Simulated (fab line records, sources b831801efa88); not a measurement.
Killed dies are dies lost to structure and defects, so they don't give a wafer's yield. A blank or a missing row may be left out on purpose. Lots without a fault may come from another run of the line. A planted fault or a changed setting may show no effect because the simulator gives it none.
Chamber matching | flow sfq_line | SFQ_TRILAYER_I4_VIA_BARC_OPEN_VIA_ETCH_146 on rie_diel-02: 4 sister chambers
The step etches BARC in O2, target depth 125 nm, time 41.7 s. 15 wafers are shown with their chamber, then 7 later ones without.

WAFERS WITH THEIR CHAMBER
wafer  | chamber | rf_fwd_power_W (W) | oes_product_au (a.u.) | run_length_s (s)
L957.2 | 2       | 496.0              | 0.688                 | 69.8
L957.3 | 3       | 495.8              | 0.683                 | 70.0
L957.6 | 1       | 495.5              | 0.682                 | 69.7
L959.1 | 3       | 494.0              | 0.686                 | 70.2
L959.3 | 2       | 495.9              | 0.687                 | 69.8
L959.5 | 3       | 495.4              | 0.689                 | 70.4
L961.1 | 0       | 491.2              | 0.681                 | 70.2
L961.3 | 1       | 493.2              | 0.686                 | 69.6
L961.4 | 2       | 492.5              | 0.689                 | 70.3
L962.2 | 2       | 495.4              | 0.686                 | 70.1
L962.4 | 1       | 497.4              | 0.682                 | 70.4
L962.6 | 3       | 494.7              | 0.688                 | 70.0
L965.2 | 3       | 496.5              | 0.682                 | 70.2
L965.4 | 0       | 492.9              | 0.684                 | 70.2
L965.5 | 2       | 496.7              | 0.688                 | 70.0

SIGNATURES (means of the wafers above)
reading        | chamber 0 | chamber 1 | chamber 2 | chamber 3 | scatter within a chamber
rf_fwd_power_W | 492.050   | 495.367   | 495.300   | 495.280   | 1.5
oes_product_au | 0.68250   | 0.68333   | 0.68760   | 0.68560   | 0.00229
run_length_s   | 70.200    | 69.900    | 70.000    | 70.160    | 0.247
Rule: a wafer's distance from a chamber is the root of the sum, over the readings, of the square of ((its reading less the chamber's mean) divided by the reading's scatter). The wafer belongs to the nearest chamber; if the next one is less than 2 further off, it can't be placed. The scatter: the root of (the sum of the squares of (reading less its chamber's mean) over the shown wafers, divided by (wafers less chambers)).

WAFERS WITHOUT THEIR CHAMBER
wafer  | rf_fwd_power_W (W) | oes_product_au (a.u.) | run_length_s (s)
L966.1 | 496.7              | 0.684                 | 69.7
L966.2 | 496.9              | 0.689                 | 70.1
L966.5 | 491.5              | 0.689                 | 70.4
L975.1 | 490.6              | 0.683                 | 70.0
L975.5 | 489.5              | 0.686                 | 70.3
L978.2 | 496.8              | 0.677                 | 69.8
L978.6 | 496.3              | 0.686                 | 70.0

WHICH CHAMBER EACH WENT THROUGH
wafer  | from the rows above               | in truth
L966.1 | can't be placed: 1 or 2 or 3      | 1
L966.2 | can't be placed: 2 or 3 or 1      | 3
L966.5 | can't be placed: 0 or 2 or 3 or 1 | 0
L975.1 | can't be placed: 0 or 1           | 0
L975.5 | can't be placed: 0 or 3 or 2      | 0
L978.2 | can't be placed: 1 or 3 or 0 or 2 | 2
L978.6 | can't be placed: 3 or 2 or 1      | 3
Placed correctly: 0 of 7. Can't be placed from these rows: 7 (the true chamber is among the candidates in 7). Placed wrongly: 0.
